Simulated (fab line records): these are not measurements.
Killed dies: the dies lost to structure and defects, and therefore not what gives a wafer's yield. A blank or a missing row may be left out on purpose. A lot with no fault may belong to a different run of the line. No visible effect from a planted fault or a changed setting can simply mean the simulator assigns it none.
8D (eight disciplines) problem report, filled in by code ; flow sky130 ; the parts of the form that need people (team, actions taken, sign-off) are left out

== 1. WHAT WENT WRONG ==
Wafers without a fault read 56.60 W, standard deviation 0.044; heaterPowerTotalW at SKY_LDD_P_SOFTBAKE_03 reads a mean of 62.96 W on 6 wafers belonging to 2 lots. That is +99 or more standard deviations from the usual mean.
The step: time 60 s.
The first sign was on wafer L810.2 at day 22 04:20, on lithoTrack-01. Wafers with a number at this step in the record: 18, from 6 lots. Rule for "out" (also "out of limits"): further than 4 standard deviations from the usual mean. Any other wafer with a number is counted as sound.

== 2. WHAT IT IS AND WHAT IT IS NOT ==
question;is;is not
which readings at this step;heaterPowerTotalW, runLengthS;exhaustPa
which lots;L810, L811;L804, L816, L820, L823
which wafers of those lots;all that have a number;-
read on which tools;lithoTrack-01;lithoTrack-02, lithoTrack-03
when;from day 22 04:20;"up to then (3 sound wafers); but 9 sound wafers of L816, L820, L823 came after"

== 3. THE SUSPECTS, EACH WITH WHAT RULES IT OUT ==
Counting: any tool at a process step up to the reading is kept as a suspect provided that every lot that is out went through it and no sound lot did after the first of them.
- lithoTrack-01 at SKY_LDD_P_SOFTBAKE_03 (time 60 s): kept. Every lot that is out went through it, starting with L810 (day 22 04:20), and after that it ran no sound lot; the last sound lot it ran before then is L804 (day 18 18:10). Its own readings are out on those wafers: heaterPowerTotalW, runLengthS.
Remaining after the count: lithoTrack-01 at SKY_LDD_P_SOFTBAKE_03.

== 4. THE CAUSE (what the simulator had put in) ==
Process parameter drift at SKY_LDD_P_SOFTBAKE_03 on lithoTrack-01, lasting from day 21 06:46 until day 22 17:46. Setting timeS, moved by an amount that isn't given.
After counting, this tool was the only one left.

== 5. THE CHAIN OF EFFECTS, in route order ==
Each row: a reading where the mean over the struck wafers with a number is more than 3 standard deviations away from the usual. Scope: only readings with a usual standard deviation given in the record; hours: median across lots of the time from each lot's start at the first step in this table that gives one to its start at this step; sigmas: change in usual standard deviations.
hours;step;reading;usual;on struck wafers;change;sigmas
0;SKY_LDD_P_SOFTBAKE_03;heaterPowerTotalW;56.60 W;62.96;+6.36;+99 or more
0;SKY_LDD_P_SOFTBAKE_03;runLengthS;89.26 s;73.07;-16.19;-60
It contains these process steps:
- SKY_LDD_P_SOFTBAKE_03: time 60 s.
Later steps that measure or inspect, where all struck wafers having a row at the step show a number for every such reading and not one has moved that far: SKY_LDD_P_CD_MEAS_07.

== 6. WHAT WOULD HAVE CAUGHT IT SOONER ==
The fault began at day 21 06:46; the first out-of-limits reading in this record came at day 22 04:20, 22 hours later.
